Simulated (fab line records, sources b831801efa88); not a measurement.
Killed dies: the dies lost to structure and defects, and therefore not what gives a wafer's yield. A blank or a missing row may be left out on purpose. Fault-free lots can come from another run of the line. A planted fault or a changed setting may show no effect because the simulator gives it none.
fab line records	flow sky130
[record] lots = 5	wafers = 15	last_day = 50
route steps=708 shown VIA4@649 METAL5@661 PASSIVATION@681 PAD_OPEN@708
lots that met no fault: from a run of the same line without faults
start_h: hours from the record's first day to the start of the lot's first wafer shown	wait_h: time in hours since the lot's previous step	" same as the row above	L1.1+2: a row that stands for several wafers	- value missing, or start not given	* or withheld: withheld	< > ~ a bound
route shown NAME@n: a module of which the file shows steps, and the number in the route of the first	usual: mean/standard deviation of fault-free wafers	same: alike in all rows	chamber/n: place in a boat	sites: each site's reading	_std_site: their standard deviation	_edge_site: mean of outer sites minus mean of inner sites	radius_mm: how far each site lies from the wafer's centre	mask NAME#n: copy n	behind: the tool/chamber that last shaped the wafer	hold: why the lot was held/for how many hours/how that ended	device: which transistor (n, p or np) failed to switch	end of line: tests of these same wafers at the route's end	a step given without rows: its recipe and nothing more	killed: dies lost to structure and defects at the first sort, not the wafer's yield	map: the dies of a wafer, with x for killed, . for not killed, _ for no die there
set.NAME: the setting that was run; set.NAME@STEP: the one run at that earlier step	model.NAME: the simulator's own value behind a step, which no gauge read
lots at some steps of the route; a table a step, a row a wafer
services: the hour from which a tool's chamber was out of use, counted from the record's first day as start_h (under 0 if before that day), plus the number of hours and why
[[steps]]
[step SKY_VIA4_DEVELOP_10]
[recipe] resist = NOVOLAK	developer = TMAH	develop_time_s = 60	dev_temp_c = 23
[step SKY_VIA4_OVL_MEAS_11]
[usual] VIA4_OVL = -0.8/1.3
lot.wafer	tool	chamber	start_h	wait_h	VIA4_OVL[nm]
L373.1	overlay-01	-	1016.36	0.1	1.2
L373.5	"	-	"	"	1.3
L373.6	"	-	"	"	-0.1
L374.2	overlay-02	-	1025.72	0.1	1.3
L374.4	"	-	"	"	0.7
L374.6	"	-	"	"	-0.2
L377.1	overlay-02	-	1042.32	0.1	-1.9
L377.3	"	-	"	"	0.8
L377.4	"	-	"	"	1.2
L389.2	overlay-01	-	1119.32	0.1	-2.4
L389.3	"	-	"	"	-1.2
L389.6	"	-	"	"	-0.4
L392.3	overlay-02	-	1155.08	0.1	-2.3
L392.4	"	-	"	"	-3.3
L392.5	"	-	"	"	-2.7
[step SKY_VIA4_ETCH_12]
[recipe] target = SiO2	chemistry = C4F8/O2/Ar	stop_on = TiN	mask_material = NOVOLAK	source_w = 1500	bias_w = 1200	pressure_mtorr = 40	c4f8_flow_sccm = withheld	O2_flow_sccm = 6	Ar_flow_sccm = 300	time_s = withheld	target_depth_a = 5800
[step SKY_VIA4_STRIP_13]
[recipe] chemistry = O2/N2	power_w = 1400	pressure_mtorr = 1500	platen_temp_c = withheld	o2_flow_sccm = 3000	n2_flow_sccm = 300	overash_fraction = 0.5
[step SKY_VIA4_STRIP_14]
[recipe] chemistry = post_etch_residue_remover	time_s = 1200	temp_c = 72.5
[step SKY_VIA4_CLEAN_15]
[recipe] chemistry = IPA	time_s = 180	temp_c = 25
[step SKY_VIA4_CLEAN_16]
[recipe] chemistry = O3/DIW	dry = n2_spin
[step SKY_VIA4_SPUTTER_17]
[recipe] material = TiN	target_thk_nm = 20	chamber_pressure_pa = 5	power_w = 4000	time_s = 80
[step SKY_VIA4_CVD_18]
[recipe] material = W	target_thk_nm = 505	time_s = 152.14	temp_c = 400	pressure_torr = 40
[step SKY_VIA4_RS_MEAS_19]
[recipe] thk_meas_gauge = four-point-probe	reads = W_of_VIA4_CVD_18+TiN_of_VIA4_SPUTTER_17
[usual] VIA4_W_RS = 0.226/0.0042
lot.wafer	tool	chamber	start_h	wait_h	VIA4_W_RS[ohm/sq]
L373.1	film_metro-02	-	1017.27	0.1	0.218
L373.5	"	-	"	"	0.226
L373.6	"	-	"	"	0.220
L374.2	film_metro-04	-	1026.64	0.1	0.225
L374.4	"	-	"	"	0.224
L374.6	"	-	"	"	0.228
L377.1	film_metro-04	-	1043.23	0.1	0.228
L377.3	"	-	"	"	0.226
L377.4	"	-	"	"	0.230
L389.2	film_metro-04	-	1120.24	0.1	0.225
L389.3	"	-	"	"	0.228
L389.6	"	-	"	"	0.230
L392.3	film_metro-02	-	1156.17	0.2	0.224
L392.4	"	-	"	"	0.229
L392.5	"	-	"	"	0.226
[step SKY_VIA4_THK_MEAS_20]
[recipe] thk_meas_gauge = xrf	reads = W_of_VIA4_CVD_18
[usual] VIA4_W_THK = 506/13
lot.wafer	tool	chamber	start_h	wait_h	VIA4_W_THK[nm]
L373.1	film_metro-02	-	1017.39	0.1	526
L373.5	"	-	"	"	511
L373.6	"	-	"	"	521
L374.2	film_metro-04	-	1026.75	0.1	510
L374.4	"	-	"	"	515
L374.6	"	-	"	"	503
L377.1	film_metro-04	-	1043.35	0.1	502
L377.3	"	-	"	"	509
L377.4	"	-	"	"	500
L389.2	film_metro-04	-	1120.35	0.1	511
L389.3	"	-	"	"	506
L389.6	"	-	"	"	500
L392.3	film_metro-02	-	1156.27	0.1	514
L392.4	"	-	"	"	504
L392.5	"	-	"	"	510
[step SKY_VIA4_CMP_21]
[recipe] stop_on = SiO2	t_overpolish_s = 25	down_force_psi = 3.5	platen_rpm = 60	target_thk_nm = 0	pad_velocity_m_s = 0.94248
[usual] head_pressure_psi = 3.500/0.0076	motor_current_A = 11.0/1.6	overpolish_run_s = 25.000/0.0082	time_to_endpoint_s = 123/4.2
lot.wafer	tool	chamber	start_h	wait_h	head_pressure_psi	motor_current_A	overpolish_run_s	time_to_endpoint_s
L373.1	cmp-02	2	1017.60	0.2	3.495	9.7	25.011	124
L373.6	"	3	"	"	3.500	10.3	25.003	126
L373.5	"	0	"	"	3.493	11.1	24.991	125
L374.4	cmp-02	0	1026.85	0.1	3.497	12.0	24.991	124
L374.2	"	2	"	"	3.502	10.4	24.992	122
L374.6	"	0	"	"	3.498	11.6	24.992	120
L377.4	cmp-01	1	1043.41	0.0	3.503	10.3	25.004	124
L377.1	"	2	"	"	3.501	9.8	25.005	123
L377.3	"	3	"	"	3.490	14.6	25.010	124
L389.3	cmp-02	1	1120.50	0.1	3.496	9.1	24.999	128
L389.2	"	2	"	"	3.497	10.3	24.990	123
L389.6	"	0	"	"	3.504	11.9	25.003	123
L392.3	cmp-01	3	1156.31	0.0	3.506	13.9	25.008	121
L392.4	"	0	"	"	3.491	13.2	25.006	127
L392.5	"	3	"	"	3.501	14.2	24.989	123
[step SKY_METAL5_SPUTTER_00]
[recipe] material = Ti	target_thk_nm = 15	power_w = 3000	time_s = 10	chamber_pressure_pa = 0.4
[usual] chamber_pressure_pa = 0.3999/0.00076	throttle_valve_pct = 29.5/1.1
lot.wafer	tool	chamber	start_h	wait_h	chamber_pressure_pa	throttle_valve_pct
L373.1	pvd_sputter-02	-	1017.75	0.1	0.4017	30.4
L373.5	"	-	"	"	0.4000	30.1
L373.6	"	-	"	"	0.3999	30.4
L374.2	pvd_sputter-04	-	1027.10	0.1	0.3996	29.3
L374.4	"	-	"	"	0.4003	28.9
L374.6	"	-	"	"	0.4012	29.3
L377.1	pvd_sputter-04	-	1043.71	0.2	0.3989	30.7
L377.3	"	-	"	"	0.4007	28.6
L377.4	"	-	"	"	0.4006	29.1
L389.2	pvd_sputter-02	-	1120.70	0.1	0.3994	27.1
L389.3	"	-	"	"	0.4005	30.2
L389.6	"	-	"	"	0.4011	30.1
L392.3	pvd_sputter-01	-	1156.61	0.2	0.4002	30.0
L392.4	"	-	"	"	0.4004	29.5
L392.5	"	-	"	"	0.3990	29.6
[step SKY_METAL5_SPUTTER_01]
[recipe] material = TiN	target_thk_nm = 20	power_w = 6500	time_s = 16.7	chamber_pressure_pa = 0.4
[usual] chamber_pressure_pa = 0.4000/0.00081	throttle_valve_pct = 29.5/1
lot.wafer	tool	chamber	start_h	wait_h	chamber_pressure_pa	throttle_valve_pct
L373.1	pvd_sputter-02	-	1017.78	0.0	0.4004	30.3
L373.5	"	-	"	"	0.4007	30.2
L373.6	"	-	"	"	0.3994	30.3
L374.2	pvd_sputter-04	-	1027.13	0.0	0.3998	29.4
L374.4	"	-	"	"	0.4007	29.2
L374.6	"	-	"	"	0.4007	29.6
L377.1	pvd_sputter-04	-	1043.73	0.0	0.3992	30.6
L377.3	"	-	"	"	0.3992	28.7
L377.4	"	-	"	"	0.3999	29.3
L389.2	pvd_sputter-02	-	1120.73	0.0	0.3989	27.3
L389.3	"	-	"	"	0.3997	30.0
L389.6	"	-	"	"	0.4002	30.2
L392.3	pvd_sputter-01	-	1156.64	0.0	0.3995	29.7
L392.4	"	-	"	"	0.3993	29.5
L392.5	"	-	"	"	0.3998	29.8
[step SKY_METAL5_SPUTTER_02]
[recipe] material = AlCu	target_thk_nm = 1150	power_w = 10600	time_s = 61.2	chamber_pressure_pa = 0.4
[usual] chamber_pressure_pa = 0.4000/0.00087	throttle_valve_pct = 29.5/1.1
lot.wafer	tool	chamber	start_h	wait_h	chamber_pressure_pa	throttle_valve_pct
L373.1	pvd_sputter-02	-	1017.80	0.0	0.4006	30.2
L373.5	"	-	"	"	0.4001	29.8
L373.6	"	-	"	"	0.4000	30.4
L374.2	pvd_sputter-04	-	1027.15	0.0	0.4000	29.2
L374.4	"	-	"	"	0.4011	29.1
L374.6	"	-	"	"	0.4016	29.5
L377.1	pvd_sputter-04	-	1043.76	0.0	0.4003	30.6
L377.3	"	-	"	"	0.4013	28.9
L377.4	"	-	"	"	0.4001	29.2
L389.2	pvd_sputter-02	-	1120.75	0.0	0.4001	27.2
L389.3	"	-	"	"	0.4001	30.0
L389.6	"	-	"	"	0.3998	30.1
L392.3	pvd_sputter-01	-	1156.66	0.0	0.4009	29.9
L392.4	"	-	"	"	0.3999	29.5
L392.5	"	-	"	"	0.4005	29.8
[step SKY_METAL5_SPUTTER_03]
[recipe] material = Ti	target_thk_nm = 5	power_w = 3000	time_s = 3.3	chamber_pressure_pa = 0.4
[step SKY_METAL5_SPUTTER_04]
[recipe] material = TiN	target_thk_nm = 70	power_w = 6500	time_s = 58.3	chamber_pressure_pa = 0.4
[usual] chamber_pressure_pa = 0.3999/0.00078	throttle_valve_pct = 29.5/1
lot.wafer	tool	chamber	start_h	wait_h	chamber_pressure_pa	throttle_valve_pct
L373.1	pvd_sputter-02	-	1017.87	0.0	0.3985	30.0
L373.5	"	-	"	"	0.3993	29.8
L373.6	"	-	"	"	0.3995	30.3
L374.2	pvd_sputter-04	-	1027.22	0.0	0.3999	29.3
L374.4	"	-	"	"	0.4007	28.5
L374.6	"	-	"	"	0.3990	29.1
L377.1	pvd_sputter-04	-	1043.83	0.0	0.4006	30.7
L377.3	"	-	"	"	0.4004	29.0
L377.4	"	-	"	"	0.3995	29.4
L389.2	pvd_sputter-02	-	1120.82	0.0	0.4004	27.3
L389.3	"	-	"	"	0.4006	30.2
L389.6	"	-	"	"	0.3994	29.9
L392.3	pvd_sputter-01	-	1156.73	0.0	0.4001	29.8
L392.4	"	-	"	"	0.4003	29.5
L392.5	"	-	"	"	0.3987	29.9
[step SKY_METAL5_RS_MEAS_05]
[recipe] thk_meas_gauge = four-point-probe	reads = TiN_of_METAL5_SPUTTER_04+Ti_of_METAL5_SPUTTER_03+AlCu_of_METAL5_SPUTTER_02+TiN_of_METAL5_SPUTTER_01+Ti_of_METAL5_SPUTTER_00
[usual] METAL5_ALCU_RS = 0.0271/0.00032
lot.wafer	tool	chamber	start_h	wait_h	METAL5_ALCU_RS[ohm/sq]
L373.1	film_metro-01	-	1017.92	0.0	0.0270
L373.5	"	-	"	"	0.0266
L373.6	"	-	"	"	0.0270
L374.2	film_metro-04	-	1027.29	0.0	0.0270
L374.4	"	-	"	"	0.0270
L374.6	"	-	"	"	0.0267
L377.1	film_metro-01	-	1043.88	0.0	0.0272
L377.3	"	-	"	"	0.0267
L377.4	"	-	"	"	0.0268
L389.2	film_metro-03	-	1120.89	0.0	0.0270
L389.3	"	-	"	"	0.0267
L389.6	"	-	"	"	0.0266
L392.3	film_metro-03	-	1156.82	0.1	0.0272
L392.4	"	-	"	"	0.0270
L392.5	"	-	"	"	0.0272
[step SKY_METAL5_THK_MEAS_06]
[recipe] thk_meas_gauge = xrf	reads = AlCu_of_METAL5_SPUTTER_02
[usual] METAL5_ALCU_THK = 1166/16
lot.wafer	tool	chamber	start_h	wait_h	METAL5_ALCU_THK[nm]
L373.1	film_metro-01	-	1018.04	0.1	1168
L373.5	"	-	"	"	1180
L373.6	"	-	"	"	1166
L374.2	film_metro-04	-	1027.40	0.1	1178
L374.4	"	-	"	"	1176
L374.6	"	-	"	"	1190
L377.1	film_metro-01	-	1044.00	0.1	1164
L377.3	"	-	"	"	1176
L377.4	"	-	"	"	1182
L389.2	film_metro-03	-	1121.00	0.1	1167
L389.3	"	-	"	"	1184
L389.6	"	-	"	"	1198
L392.3	film_metro-03	-	1156.92	0.1	1155
L392.4	"	-	"	"	1167
L392.5	"	-	"	"	1155
[step SKY_METAL5_DEHYDRATE_07]
[recipe] temp_c = 200	time_s = 60
[step SKY_METAL5_HMDS_08]
[recipe] prime_time_s = 60	prime_temp_c = 120
[step SKY_METAL5_COAT_09]
[recipe] resist = NOVOLAK	spin_rpm = 3000	resist_thk_nm = 1800
[step SKY_METAL5_SOFTBAKE_10]
[recipe] temp_c = 90	time_s = 60	resist = NOVOLAK
[step SKY_METAL5_EXPOSE_11]
[recipe] mask_id = MM5	na = 0.6	source_shape = conventional	sigma_outer = 0.6	polarization = unpolarized	target_cd_nm = 1600	dose_mj = 190
[step SKY_METAL5_PEB_12]
[recipe] temp_c = withheld	time_s = *	resist = NOVOLAK
[step SKY_METAL5_DEVELOP_13]
[recipe] resist = NOVOLAK	developer = TMAH	develop_time_s = 60	dev_temp_c = 23
[step SKY_METAL5_DESCUM_14]
[recipe] chemistry = O2	source_power_w = 150	bias_power_w = 0	pressure_mtorr = 10	temp_c = 40	time_s = 11
[step SKY_METAL5_METAL_ETCH_15]
[recipe] target_depth_a = 12600	stop_on = SiO2	over_etch_frac = 0.2	time_s = 252	chemistry = Cl2/BCl3	resist_sidewall_deg = 86	pressure_mtorr = 10	icp_w = 900	bias_w = 48.5	Cl2_flow_sccm = 60	bcl3_flow_sccm = 30
[step SKY_METAL5_STRIP_16]
[recipe] chemistry = O2/N2	power_w = 1400	pressure_mtorr = 1500	platen_temp_c = withheld	o2_flow_sccm = 3000	n2_flow_sccm = 300	overash_fraction = 0.5
[step SKY_METAL5_STRIP_17]
[recipe] chemistry = post_etch_residue_remover	time_s = 1200	temp_c = 72.5
[step SKY_METAL5_CLEAN_18]
[recipe] chemistry = IPA	time_s = 180	temp_c = 25
[step SKY_METAL5_CLEAN_19]
[recipe] chemistry = O3/DIW	dry = n2_spin
[step SKY_PASSIVATION_CVD_00]
[recipe] material = SiO2	target_thk_nm = 90	temp_c = 400	time_s = withheld	rf_w = 600
[usual] heater_power_w = 667/80
lot.wafer	tool	chamber	start_h	wait_h	heater_power_w
L373.1	pecvd-04	0	1041.57	0.0	537
L373.5	"	1	"	"	722
L373.6	"	0	"	"	527
L374.2	pecvd-03	2	1050.29	0.0	604
L374.4	"	1	"	"	542
L374.6	"	0	"	"	745
L377.1	pecvd-02	2	1065.58	0.0	814
L377.3	"	0	"	"	670
L377.4	"	2	"	"	839
L389.2	pecvd-04	1	1141.65	0.0	630
L389.3	"	2	"	"	704
L389.6	"	0	"	"	560
L392.3	pecvd-04	2	1175.57	0.0	732
L392.4	"	0	"	"	569
L392.5	"	2	"	"	745
[step SKY_PASSIVATION_THK_MEAS_01]
[recipe] reads = SiO2_of_PASSIVATION_CVD_00
[usual] PASSIVATION_CVD_00_THK = 89.8/1.2
lot.wafer	tool	chamber	start_h	wait_h	PASSIVATION_CVD_00_THK[nm]
L373.1	film_metro-02	-	1041.59	-	89.5
L373.5	"	-	"	"	89.7
L373.6	"	-	"	"	90.9
L374.2	film_metro-03	-	1050.42	-	89.6
L374.4	"	-	"	"	89.9
L374.6	"	-	"	"	91.0
L377.1	film_metro-02	-	1065.60	-	90.1
L377.3	"	-	"	"	88.8
L377.4	"	-	"	"	91.2
L389.2	film_metro-03	-	1141.68	-	89.5
L389.3	"	-	"	"	88.6
L389.6	"	-	"	"	92.1
L392.3	film_metro-03	-	1175.61	-	89.7
L392.4	"	-	"	"	91.1
L392.5	"	-	"	"	89.0
[step SKY_PASSIVATION_CVD_02]
[recipe] material = Si3N4	target_thk_nm = 540	temp_c = 400	time_s = withheld	rf_w = 450
[step SKY_PASSIVATION_THK_MEAS_03]
[recipe] reads = Si3N4_of_PASSIVATION_CVD_02
[usual] PASSIVATION_CVD_02_THK = 542/6.7
lot.wafer	tool	chamber	start_h	wait_h	PASSIVATION_CVD_02_THK[nm]
L373.1	film_metro-04	-	1041.88	-	535
L373.5	"	-	"	"	546
L373.6	"	-	"	"	543
L374.2	film_metro-03	-	1050.70	-	536
L374.4	"	-	"	"	540
L374.6	"	-	"	"	548
L377.1	film_metro-02	-	1065.88	-	532
L377.3	"	-	"	"	538
L377.4	"	-	"	"	538
L389.2	film_metro-03	-	1141.97	-	541
L389.3	"	-	"	"	542
L389.6	"	-	"	"	557
L392.3	film_metro-03	-	1175.90	-	532
L392.4	"	-	"	"	542
L392.5	"	-	"	"	544
[step SKY_PASSIVATION_DEHYDRATE_04]
[recipe] temp_c = 200	time_s = 60
[step SKY_PASSIVATION_HMDS_05]
[recipe] prime_time_s = 60	prime_temp_c = 120
[step SKY_PASSIVATION_COAT_06]
[recipe] spin_rpm = 2000	resist_thk_nm = 3000
[step SKY_PASSIVATION_SOFTBAKE_07]
[recipe] temp_c = 110	time_s = withheld
[step SKY_PASSIVATION_EXPOSE_08]
[recipe] mask_id = NSM	target_cd_nm = 3000	na = 0.57	dose_mj = 260
[step SKY_PASSIVATION_PEB_09]
[recipe] temp_c = 115	time_s = withheld
[step SKY_PAD_OPEN_PROBE_99]
[usual] defect_limited_yield = 82.3/1.8	killed_at_M0_to_M3 = 43/6	killed_at_M4_up = 3.2/1.9	killed_at_contacts = 25/5.4	killed_at_front_end = 15/4.5	killed_at_other = 0.3/0.59	killed_dies = 87/8.7	killed_on_rim = 17/3.5	killed_open = 47/6.7	killed_short = 39/5.7	sort_bin_3_pad_short = 0.9/0.43	sort_bin_5_function = 10.4/1.4	sort_bin_6_memory = 6.4/1.2	sort_n_pass = 405/8.7	sort_yield_pct = 82.3/1.8
[same] gross_dies = 492	killed_at_back_side = 0	sort_bin_4_leakage[%] = 0	sort_bin_8_speed[%] = 0
lot.wafer	tool	chamber	start_h	wait_h	defect_limited_yield[%]	killed_at_M0_to_M3	killed_at_M4_up	killed_at_contacts	killed_at_front_end	killed_at_other	killed_dies	killed_on_rim	killed_open	killed_short	sort_bin_3_pad_short[%]	sort_bin_5_function[%]	sort_bin_6_memory[%]	sort_n_pass	sort_yield_pct[%]	model.etest.tester.sort_n_pass	model.etest.tester.sort_yield_pct	model.etest.tester.sort_bin_5_pct	model.etest.tester.sort_bin_3_pct
L373.1	prober-02	-	1086.74	0.1	81.7	43	7	23	16	1	90	22	53	37	0.8	11.2	6.3	402	81.7	402	81.71	11.18	0.813
L373.5	prober-02	-	1086.94	0.2	81.1	43	4	28	18	0	93	18	49	44	0.6	11.2	7.1	399	81.1	399	81.1	11.18	0.6098
L373.6	prober-02	-	1086.99	0.2	85.2	34	1	26	10	2	73	14	48	25	0.4	8.3	6.1	419	85.2	419	85.16	8.333	0.4065
L374.2	prober-01	-	1095.30	0.1	81.7	40	3	26	19	2	90	18	49	40	0.4	9.8	8.1	402	81.7	402	81.71	9.756	0.4065
L374.4	prober-01	-	1095.40	0.2	81.1	36	4	38	14	1	93	22	44	48	1.4	8.9	8.5	399	81.1	399	81.1	8.943	1.423
L374.6	prober-01	-	1095.50	0.2	83.9	34	2	32	11	0	79	14	51	28	0.8	9.6	5.7	413	83.9	413	83.94	9.553	0.813
L377.1	prober-02	-	1108.90	0.1	82.1	41	8	22	17	0	88	13	56	32	1.2	10.4	6.3	404	82.1	404	82.11	10.37	1.22
L377.3	prober-02	-	1109.00	0.2	82.5	36	2	25	23	0	86	15	43	43	1.2	8.1	8.1	406	82.5	406	82.52	8.13	1.22
L377.4	prober-02	-	1109.05	0.2	74.4	48	35	27	15	1	126	29	48	45	2.8	14.6	8.1	366	74.4	366	74.39	14.63	2.846
L389.2	prober-02	-	1179.08	0.1	87.0	37	0	20	7	0	64	13	34	30	0.8	6.9	5.3	428	87.0	428	86.99	6.911	0.813
L389.3	prober-02	-	1179.13	0.2	80.9	48	2	27	17	0	94	24	53	41	0.8	9.8	8.5	398	80.9	398	80.89	9.756	0.813
L389.6	prober-02	-	1179.28	0.2	82.5	35	4	31	16	0	86	22	44	42	1.8	9.1	6.5	406	82.5	406	82.52	9.146	1.829
L392.3	prober-01	-	1208.69	0.2	83.9	40	2	29	8	0	79	13	52	27	1.0	9.6	5.5	413	83.9	413	83.94	9.553	1.016
L392.4	prober-01	-	1208.74	0.2	82.5	40	1	31	14	0	86	12	54	32	0.8	9.6	7.1	406	82.5	406	82.52	9.553	0.813
L392.5	prober-01	-	1208.79	0.2	78.9	52	1	36	14	1	104	21	50	54	1.6	11.4	8.1	388	78.9	388	78.86	11.38	1.626
// killed by level:class
L373.1 VIA1:geometric_particle:open=17 LI_CONTACT:geometric_particle:open=10 CONTACT:geometric_particle:open=7 METAL4:geometric_particle:short=6 METAL2:geometric_particle:short=6 POLY_GATE:geometric_particle:open=5 LI_CONTACT:geometric_particle:short=5 METAL1:geometric_particle:short=5
L373.5 LI_CONTACT:geometric_particle:open=11 VIA2:geometric_particle:open=9 CONTACT:geometric_particle:open=8 VIA1:geometric_particle:open=8 FIELD_ISO:geometric_particle:short=7 METAL1:geometric_particle:short=5 POLY_GATE:geometric_particle:short=4 LOCAL_INTERCONNECT:geometric_particle:short=4
L373.6 VIA1:geometric_particle:open=11 CONTACT:geometric_particle:open=9 LI_CONTACT:geometric_particle:open=8 VIA2:geometric_particle:short=5 VIA3:geometric_particle:open=5 LI_CONTACT:geometric_particle:short=4 VIA2:geometric_particle:open=4 FIELD_ISO:geometric_particle:open=3
L374.2 CONTACT:geometric_particle:open=8 LI_CONTACT:geometric_particle:open=7 VIA2:geometric_particle:open=7 VIA3:geometric_particle:open=7 FIELD_ISO:geometric_particle:open=6 LOCAL_INTERCONNECT:geometric_particle:short=6 VIA1:geometric_particle:open=6 FIELD_ISO:geometric_particle:short=5
L374.4 CONTACT:geometric_particle:open=19 VIA1:geometric_particle:open=10 LI_CONTACT:geometric_particle:short=8 CONTACT:geometric_particle:short=6 VIA1:geometric_particle:short=6 VIA3:geometric_particle:short=5 FIELD_ISO:geometric_particle:short=4 FIELD_ISO:geometric_particle:open=4
L374.6 CONTACT:geometric_particle:open=13 VIA1:geometric_particle:open=9 LI_CONTACT:geometric_particle:open=8 CONTACT:geometric_particle:short=6 METAL2:geometric_particle:short=6 VIA2:geometric_particle:open=4 VIA3:geometric_particle:open=4 FIELD_ISO:geometric_particle:open=3
L377.1 CONTACT:geometric_particle:open=13 VIA1:geometric_particle:open=8 VIA3:geometric_particle:open=7 POLY_GATE:geometric_particle:open=5 METAL2:geometric_particle:short=5 CONTACT:geometric_particle:short=5 METAL1:geometric_particle:short=5 METAL4:geometric_particle:short=5
L377.3 CONTACT:geometric_particle:open=9 VIA2:geometric_particle:open=8 CONTACT:geometric_particle:short=5 VIA3:geometric_particle:open=5 VIA3:geometric_particle:short=5 FIELD_ISO:geometric_particle:open=4 POLY_GATE:geometric_particle:short=4 LI_CONTACT:geometric_particle:open=4
L377.4 METAL5:unspecified=33 VIA3:geometric_particle:short=9 VIA1:geometric_particle:open=8 LI_CONTACT:geometric_particle:open=8 CONTACT:geometric_particle:open=8 CONTACT:geometric_particle:short=7 FIELD_ISO:geometric_particle:open=5 METAL1:geometric_particle:short=5
L389.2 CONTACT:geometric_particle:open=7 VIA1:geometric_particle:open=7 METAL1:geometric_particle:short=6 VIA3:geometric_particle:open=6 CONTACT:geometric_particle:short=5 VIA2:geometric_particle:open=5 FIELD_ISO:geometric_particle:short=4 LI_CONTACT:geometric_particle:short=3
L389.3 CONTACT:geometric_particle:open=10 METAL2:geometric_particle:short=9 METAL1:geometric_particle:open=8 VIA1:geometric_particle:open=7 LI_CONTACT:geometric_particle:short=6 VIA3:geometric_particle:open=6 VIA2:geometric_particle:open=6 METAL1:geometric_particle:short=5
L389.6 CONTACT:geometric_particle:short=9 LI_CONTACT:geometric_particle:open=8 CONTACT:geometric_particle:open=8 VIA1:geometric_particle:open=7 METAL3:geometric_particle:short=6 METAL1:geometric_particle:short=6 FIELD_ISO:geometric_particle:short=5 VIA3:geometric_particle:open=4
L392.3 CONTACT:geometric_particle:open=13 VIA2:geometric_particle:open=8 LI_CONTACT:geometric_particle:open=8 VIA3:geometric_particle:open=7 VIA1:geometric_particle:open=6 VIA1:geometric_particle:short=5 CONTACT:geometric_particle:short=4 LOCAL_INTERCONNECT:geometric_particle:short=3
L392.4 CONTACT:geometric_particle:open=13 VIA1:geometric_particle:open=12 LI_CONTACT:geometric_particle:open=8 VIA1:geometric_particle:short=8 FIELD_ISO:geometric_particle:short=4 POLY_GATE:geometric_particle:open=4 LOCAL_INTERCONNECT:geometric_particle:short=4 VIA2:geometric_particle:open=4
L392.5 METAL2:geometric_particle:short=12 LI_CONTACT:geometric_particle:open=11 CONTACT:geometric_particle:open=11 VIA3:geometric_particle:open=8 VIA1:geometric_particle:open=7 LOCAL_INTERCONNECT:geometric_particle:short=6 METAL3:geometric_particle:short=5 CONTACT:geometric_particle:short=5
// map L377.4 (x killed, . not)
__________xx.......x_________
________.........xxxxx_______
______.....x.....xxxxxxx_____
_____....x.......x.xxxxxx____
____...x.x.xx.xx...xxxxxxx___
___.xx...xx.x.x..xxxxxxxxxx__
__..xx........x..x.x........_
_.x.....x.xx...............x.
_......xx....x......x.......x
_x.x..x.xx....x....x...x....x
_.....x.....x...x........x...
_..............x...x...x.xx..
_.xxx......x..x....xx........
_x......xxx........xx.......x
_....x.x...............x.....
__x.x...x.x....x..x.....x..._
___..x....x..x.............__
____xx....................___
_____.xxxx....x.x........____
______......xx......x..._____
________.............._______
__________x...x....._________
// map L374.4 (x killed, . not)
__________.xx......._________
________x..xx.x.....x._______
______.xxx..x.x...x..x.x_____
_____.......x...x..x....x____
____x...x.x........x......___
___x...............x.......__
__...........x...x..x......._
_...........x..x.....x...x.x.
_......x......x..xx..........
_..................x..x..x...
_........x......x............
_x..xxxxx......x.x...x..x....
_......x......x....x.........
_x.............x............x
_x..xx.x..x......x......x....
__..x....x...x..xxx......xx._
___x.xx......x.x..xx....x..__
____...x.............xxxx.___
_____................x..x____
______.........x..x.x..._____
________............x._______
__________.....x...._________
[[services]]
tool	chamber	start_h	hours	kind
pecvd-04	1	999.51	2.1	scheduled_down
pecvd-03	0	1005.85	2.0	repair
pecvd-04	2	1008.84	2.1	scheduled_down
pvd_sputter-01	-	1019.09	2.4	repair
pecvd-03	-	1019.85	14.6	pm
cmp-02	-	1039.37	6.2	repair
cmp-01	-	1047.96	0.6	repair
pecvd-02	-	1056.67	6.0	pm
pecvd-04	-	1064.20	1.2	repair
cmp-02	-	1070.79	0.6	repair
pecvd-03	1	1090.73	9.1	repair
cmp-01	-	1092.98	4.0	pm
cmp-01	-	1096.98	-	consumable_replace:conditioner
cmp-01	-	1097.64	1.1	repair
cmp-01	-	1098.88	1.0	repair
cmp-01	-	1125.30	1.4	repair
cmp-02	-	1146.96	2.6	repair
cmp-01	-	1153.01	1.1	repair
pecvd-03	-	1159.24	0.8	repair
cmp-01	-	1159.87	1.1	repair
pvd_sputter-02	-	1159.99	2.1	repair
pecvd-03	2	1161.26	18.4	repair
cmp-01	-	1172.88	0.6	repair
pecvd-04	1	1174.65	11.5	repair
[[key]]
[first_sign] step = SKY_PAD_OPEN_PROBE_99	reading = killed_at_M4_up	direction = up	sigmas = 17	usual = 3.2	struck = 35
[effect] step = SKY_PAD_OPEN_PROBE_99	reading = sort_bin_3_pad_short	direction = up	sigmas = 4.5	usual = 0.9	struck = 2.8
[model_effect] step = SKY_PAD_OPEN_PROBE_99	value = etest.tester.sort_n_pass	without = 394	struck = 366
met_at SKY_METAL5_SPUTTER_00
struck_wafers L377.4
onset_between 1027.10 1043.71
[fault] kind = chamber_particle_source	tool = pvd_sputter-04	chamber = -	onset_h = 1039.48	steps = SKY_METAL5_SPUTTER_00	rate_per_visit_cm2 = 0.89573	end_h = 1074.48	scope = struck_wafers_only
